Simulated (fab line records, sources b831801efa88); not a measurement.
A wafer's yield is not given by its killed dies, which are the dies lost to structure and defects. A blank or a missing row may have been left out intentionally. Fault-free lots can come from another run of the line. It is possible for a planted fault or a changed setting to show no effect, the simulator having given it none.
Shared-tool check + flow gf180mcu + 11 lots, 39 wafers sampled

## WHAT PROMPTED THE OPENING
At GF_VT_IMPLANT_TW_MEAS_32 the reading VT_IMPLANT_3_TW is flagged on 2 of 11 lots. Fault-free wafers read 268.8, with a standard deviation of 2.1.
Rule: a lot is flagged when every wafer of it that has a number lies more than 4 standard deviations from that mean, or none has a number. The other lots count as sound.

| lot  | measured     | on            | VT_IMPLANT_3_TW, wafer by wafer | flag    |
|------|--------------|---------------|---------------------------------|---------|
| L103 | day 7 21:54  | film_metro-01 | 267.5 266.9 267.6               |         |
| L105 | day 8 01:28  | film_metro-02 | 271.3 270.5 272.2               |         |
| L108 | day 9 01:37  | film_metro-01 | 267.1 266.0 267.8               |         |
| L109 | day 9 08:52  | film_metro-03 | 29.6 29.6 29.8 29.8 29.7 29.7   | FLAGGED |
| L110 | day 9 16:10  | film_metro-02 | 30.2 30.2 30.5 30.3 30.1 30.4   | FLAGGED |
| L117 | day 11 07:19 | film_metro-02 | 273.7 270.6 271.9               |         |
| L118 | day 11 18:05 | film_metro-01 | 269.0 268.3 270.3               |         |
| L119 | day 11 23:05 | film_metro-01 | 268.1 267.9 268.6               |         |
| L121 | day 12 10:44 | film_metro-01 | 266.7 266.3 266.5               |         |
| L122 | day 12 16:40 | film_metro-03 | 268.3 268.5 269.2               |         |
| L123 | day 13 02:33 | film_metro-03 | 268.5 267.9 267.3               |         |
The numbers of the flagged lots are 30.0 on average: -238.8 against the usual, or -99 or more standard deviations.

## WHICH TOOL RAN EACH LOT
The record holds 2 process steps before the reading, out of a route of 602 steps. Read each cell as the tool, then ch plus the chambers that the sampled wafers visited, then the start.
| lot  | flag    | GF_VT_IMPLANT_STRIP_20               | GF_VT_IMPLANT_STRIP_31               |
|------|---------|--------------------------------------|--------------------------------------|
| L103 |         | plasma_asher-01 ch 0,1, day 7 06:04  | plasma_asher-01 ch 0,1, day 7 21:48  |
| L105 |         | plasma_asher-04 ch 1, day 7 09:39    | plasma_asher-04 ch 0,1, day 8 01:22  |
| L108 |         | plasma_asher-04 ch 0,1, day 8 08:31  | plasma_asher-04 ch 0,1, day 9 01:30  |
| L109 | FLAGGED | plasma_asher-02 ch 0, day 8 15:49    | plasma_asher-04 ch 0,1, day 9 08:46  |
| L110 | FLAGGED | plasma_asher-01 ch 0,1, day 8 22:46  | plasma_asher-04 ch 0,1, day 9 16:04  |
| L117 |         | plasma_asher-01 ch 0,1, day 10 13:55 | plasma_asher-02 ch 0,1, day 11 07:12 |
| L118 |         | plasma_asher-04 ch 0,1, day 11 00:14 | plasma_asher-04 ch 0,1, day 11 17:59 |
| L119 |         | plasma_asher-01 ch 0,1, day 11 04:29 | plasma_asher-01 ch 0,1, day 11 22:59 |
| L121 |         | plasma_asher-02 ch 0,1, day 11 16:11 | plasma_asher-02 ch 0,1, day 12 10:38 |
| L122 |         | plasma_asher-04 ch 0,1, day 11 20:43 | plasma_asher-02 ch 0,1, day 12 16:34 |
| L123 |         | plasma_asher-02 ch 0,1, day 12 06:37 | plasma_asher-02 ch 0,1, day 13 02:27 |
What the steps here do:
- GF_VT_IMPLANT_STRIP_20: strips in O2/N2.
- GF_VT_IMPLANT_STRIP_31: strips in O2/N2.
- GF_VT_IMPLANT_TW_MEAS_32

## FLAGGED OVER TOTAL, TOOL BY TOOL (the gauges that took the reading come last)
| step                     | tool            | lots run | flagged | share of the flagged lots | sound lots run after its first flagged lot |
|--------------------------|-----------------|----------|---------|---------------------------|--------------------------------------------|
| GF_VT_IMPLANT_STRIP_20   | plasma_asher-01 | 4        | 1       | some                      | 2 (L117,L119)                              |
| GF_VT_IMPLANT_STRIP_20   | plasma_asher-02 | 3        | 1       | some                      | 2 (L121,L123)                              |
| GF_VT_IMPLANT_STRIP_20   | plasma_asher-04 | 4        | 0       | none                      | -                                          |
| GF_VT_IMPLANT_STRIP_31   | plasma_asher-01 | 2        | 0       | none                      | -                                          |
| GF_VT_IMPLANT_STRIP_31   | plasma_asher-02 | 4        | 0       | none                      | -                                          |
| GF_VT_IMPLANT_STRIP_31   | plasma_asher-04 | 5        | 2       | all                       | 1 (L118)                                   |
| GF_VT_IMPLANT_TW_MEAS_32 | film_metro-01   | 5        | 0       | none                      | -                                          |
| GF_VT_IMPLANT_TW_MEAS_32 | film_metro-02   | 3        | 1       | some                      | 1 (L117)                                   |
| GF_VT_IMPLANT_TW_MEAS_32 | film_metro-03   | 3        | 1       | some                      | 2 (L122,L123)                              |

## THE TABLE: WHAT IT ALLOWS
Rows of the table that ran each flagged lot: 1, that is plasma_asher-04 at GF_VT_IMPLANT_STRIP_31.
- plasma_asher-04 at GF_VT_IMPLANT_STRIP_31 ran 5 lots, 2 of them flagged. Lots that were sound ran on it after the first flagged one (L118); a persistent fault on the entire tool would not allow that. Its own readings (strip_time_to_endpoint_s) fall more than 4 standard deviations out on all wafers of the flagged lots.
Every row of the table either missed a flagged lot or ran a sound lot after the first.

## WHAT THE SIMULATOR HAD PUT IN
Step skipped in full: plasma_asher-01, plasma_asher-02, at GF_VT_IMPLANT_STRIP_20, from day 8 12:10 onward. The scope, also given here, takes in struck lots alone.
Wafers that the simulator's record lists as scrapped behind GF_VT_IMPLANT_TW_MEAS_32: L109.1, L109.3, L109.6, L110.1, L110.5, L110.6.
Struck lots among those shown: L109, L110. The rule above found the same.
